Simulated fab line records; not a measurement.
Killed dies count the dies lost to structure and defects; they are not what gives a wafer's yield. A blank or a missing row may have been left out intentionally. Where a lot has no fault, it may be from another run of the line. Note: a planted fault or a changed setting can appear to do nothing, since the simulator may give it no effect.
Struck lot and sound lot, side by side / flow sky130 / 16 out of 708 route steps
Sound: wafers L444.1, L444.2, L444.5. Struck: wafer L436.2 (left out: L436.3, L436.6 of the same lot, which were not struck); the cause appears at the end.
Order at every step that has rows: each side's tool, ch and its chambers, its first start. Under that, the readings that differ: sound wafers / struck wafers / difference of the means / sigmas: that difference in standard deviations of wafers without a fault.
alike: same words and numbers on both sides, and readings whose means sit less than 2 such deviations apart. not compared: any withheld reading, any reading some wafer has no value for, any bound like >300 that may hide the same value, and any number with overlapping values for which the record gives no deviation.
A row with sigmas, a row that says differs or no value, or rows on one side alone: a step with any of these is where the two part. When numbers do not overlap yet have no deviation, they are printed without sigmas and do not part them. A reading that every wafer of one side lacks parts them only if that side has two wafers or more.

first, 7 steps without rows for these wafers: SKY_METAL3_HMDS_06 (prime time 60 s); SKY_METAL3_COAT_07 (resist thk 60 nm); SKY_METAL3_COAT_08 (resist thk 1140 nm); SKY_METAL3_SOFTBAKE_09 (time 90 s); SKY_METAL3_EXPOSE_10 (exposes mask MM3, target cd 300 nm); SKY_METAL3_PEB_11; SKY_METAL3_DEVELOP_12 (develop time 62.18 s).
SKY_METAL3_CD_MEAS_13 targets a cd of 300 nm.
  sound on cd_sem-01 at day 42 18:20; struck on cd_sem-01 at day 41 16:31
  alike: cd_nm
SKY_METAL3_OVL_MEAS_14:
  sound on overlay-02 at day 42 18:27; struck on overlay-01 at day 41 16:37
  alike: METAL3_OVL
SKY_METAL3_DESCUM_15: chemistry O2, time 8 s.
  sound on rie_metal-04 ch 0,1, day 42 18:29; struck on rie_metal-04 ch 0, day 41 16:38
  alike: drypump_motor_current_A, oes_product_au
  not compared: rf_hours_counter_h
SKY_METAL3_ETCH_16: etches BARC in N2/H2, stops on SiO2, time 88.2 s, target depth 60 nm.
  sound on rie_metal-04 ch 0,1, day 42 18:31; struck on rie_metal-04 ch 0, day 41 16:41
  alike: drypump_motor_current_A, oes_product_au, rf_fwd_power_W, throttle_valve_pct
  not compared: rf_hours_counter_h
SKY_METAL3_ETCH_17: etches SiO2 in C4F8/O2/Ar, stops on TiN, time 3.9 s, target depth 15 nm.
  sound on rie_diel-01 ch 0,1, day 42 18:37; struck on rie_diel-01 ch 3, day 41 16:46
reading=rf_fwd_power_W (W); sound=1467 1467 1463; struck=1485; difference=+19; sigmas=+3
  alike: oes_product_au
  not compared: rf_hours_counter_h
SKY_METAL3_METAL_ETCH_18: etches the open film in Cl2/BCl3, stops on SiO2, target depth 845 nm, time 183.1 s.
  sound on rie_metal-03 ch 0,1, day 42 18:38; struck on rie_metal-02 ch 1, day 41 16:47
reading=rf_fwd_power_W (W); sound=899 894 896; struck=1037; difference=+141; sigmas=+45
reading=model.KrF-thick_of_METAL3_COAT_08.thk_nm (nm); sound=531.4 502.6 544; struck=471.9; difference=-54.1; sigmas=
  alike: bcl3_flow_sccm, drypump_motor_current_A, mfc_cl2_sccm, oes_product_au, throttle_valve_pct
  not compared: rf_hours_counter_h, model.SiO2_of_VIA2_HDPCVD_00.thk_nm
SKY_METAL3_STRIP_19: strips in O2/N2.
  sound on plasma_asher-01 ch 0,1, day 42 18:49; struck on plasma_asher-01 ch 0, day 41 16:58
reading=oes_product_au (a.u.); sound=0.499 0.484 0.512; struck=0.475; difference=-0.023; sigmas=-3
reading=strip_time_to_endpoint_s (s); sound=6.57 6.28 6.69; struck=5.97; difference=-0.54; sigmas=-4
  alike: drypump_motor_current_A
  not compared: rf_hours_counter_h
then, 1 step without rows for these wafers: SKY_METAL3_STRIP_20 (strips in post etch residue remover, time 1200 s).
SKY_PAD_OPEN_PROBE_99:
  rows exist in the record for the sound wafers here (prober-02, day 49 07:34), none for the struck ones

== WHERE THEY PART ==
Earliest at SKY_METAL3_ETCH_17; latest, in this record, at SKY_PAD_OPEN_PROBE_99.

WHY: whatever the simulator had introduced
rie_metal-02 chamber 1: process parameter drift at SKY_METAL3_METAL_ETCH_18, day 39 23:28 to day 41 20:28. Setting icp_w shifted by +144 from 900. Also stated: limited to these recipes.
